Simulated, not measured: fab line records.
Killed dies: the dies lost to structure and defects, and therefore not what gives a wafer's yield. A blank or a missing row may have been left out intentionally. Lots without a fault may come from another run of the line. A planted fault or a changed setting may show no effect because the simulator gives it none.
Struck lot and sound lot, side by side -- flow sky130 -- 15 steps out of a route of 708
Sound: these wafers, L930.4, L930.5, L930.6. Struck: wafers L942.2, L942.3, L942.5. Last of all comes the cause.
For every step that has rows: the tool of each side, followed by ch and its chambers, followed by its first start. Under that, the readings that differ: sound wafers -- struck wafers -- difference of the means -- sigmas: that difference in standard deviations of wafers without a fault.
alike: a reading whose means differ by less than 2 such deviations, as well as words and numbers matching on both sides. not compared: withheld readings; readings where some wafer has no value; bounds like >300 that might hide an equal value; numbers whose values overlap and for which the record gives no deviation.
Wherever a step has rows on one side only, a row that says differs or no value, or a row with sigmas, the two part there. Numbers that have no deviation but don't overlap get no sigmas and don't part them. A reading missing from all wafers of one side parts the sides only when that side holds two or more wafers.

first, 8 steps without rows for these wafers: SKY_METAL1_DEHYDRATE_07 (time 60 s); SKY_METAL1_HMDS_08 (prime time 60 s); SKY_METAL1_COAT_09 (resist thk 60 nm); SKY_METAL1_COAT_10 (resist thk 450 nm); SKY_METAL1_SOFTBAKE_11 (time 90 s); SKY_METAL1_EXPOSE_12 (exposes mask MM1, target cd 140 nm); SKY_METAL1_PEB_13; SKY_METAL1_DEVELOP_14 (develop time 60 s).
SKY_METAL1_CD_MEAS_15 targets a cd of 140 nm.
  sound on cd-sem-01, day 35 20:16; struck on cd-sem-01, day 39 04:16
  alike: cd-nm
SKY_METAL1_OVL_MEAS_16:
  sound on overlay-01, day 35 20:20; struck on overlay-02, day 39 04:22
  alike: METAL1_OVL
SKY_METAL1_DESCUM_17: chemistry O2, time 8 s.
  sound on rie-metal-02 ch 0,1, day 35 20:22; struck on rie-metal-04 ch 1, day 39 04:24
  alike: drypump-motor-current-A, oes-product-au, temp-c
  not compared: rf-hours-counter-h
SKY_METAL1_ETCH_18: etches BARC in N2/H2, stops on SiO2, time 45.9 s, target depth 60 nm.
  sound on rie-metal-02 ch 0,1, day 35 20:25; struck on rie-metal-04 ch 1, day 39 04:26
  alike: drypump-motor-current-A, n2-flow-sccm, oes-product-au, throttle-valve-pct
  not compared: rf-hours-counter-h
SKY_METAL1_METAL_ETCH_19: etches the open film in Cl2/BCl3, stops on SiO2, target depth 360 nm, time 78 s.
  sound on rie-metal-02 ch 0,1, day 35 20:29; struck on rie-metal-04 ch 1, day 39 04:29
reading,sound,struck,difference,sigmas
oes-product-au (a.u.),0.868 0.849 0.851,0.840 0.836 0.837,-0.018,-3
over-etch-frac,0.3 0.3 0.3,0.34193 0.34193 0.34193,+0.04193,
model.KrF-thick_of_METAL1_COAT_10.thk-nm (nm),163 163.9 158.7,152.2 154.4 155.3,-7.9,
  alike: drypump-motor-current-A, throttle-valve-pct
  not compared: rf-hours-counter-h
SKY_METAL1_STRIP_20: strips in O2/N2.
  sound on plasma-asher-02 ch 0,1, day 35 20:35; struck on plasma-asher-03 ch 0,1, day 39 04:35
  alike: drypump-motor-current-A, n2-flow-sccm, oes-product-au, strip-time-to-endpoint-s
  not compared: rf-hours-counter-h
SKY_PAD_OPEN_PROBE_99:
  sound wafers here have rows in the record (prober-01, day 48 05:55); struck ones have none

## WHERE THEY PART
At SKY_METAL1_METAL_ETCH_19 first; at SKY_PAD_OPEN_PROBE_99 last (within this record only).

WHY: the cause the simulator had injected
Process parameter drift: rie-metal-04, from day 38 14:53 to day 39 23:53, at SKY_METAL1_METAL_ETCH_19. Setting over-etch-frac, moved by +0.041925, from 0.3. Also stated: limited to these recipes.
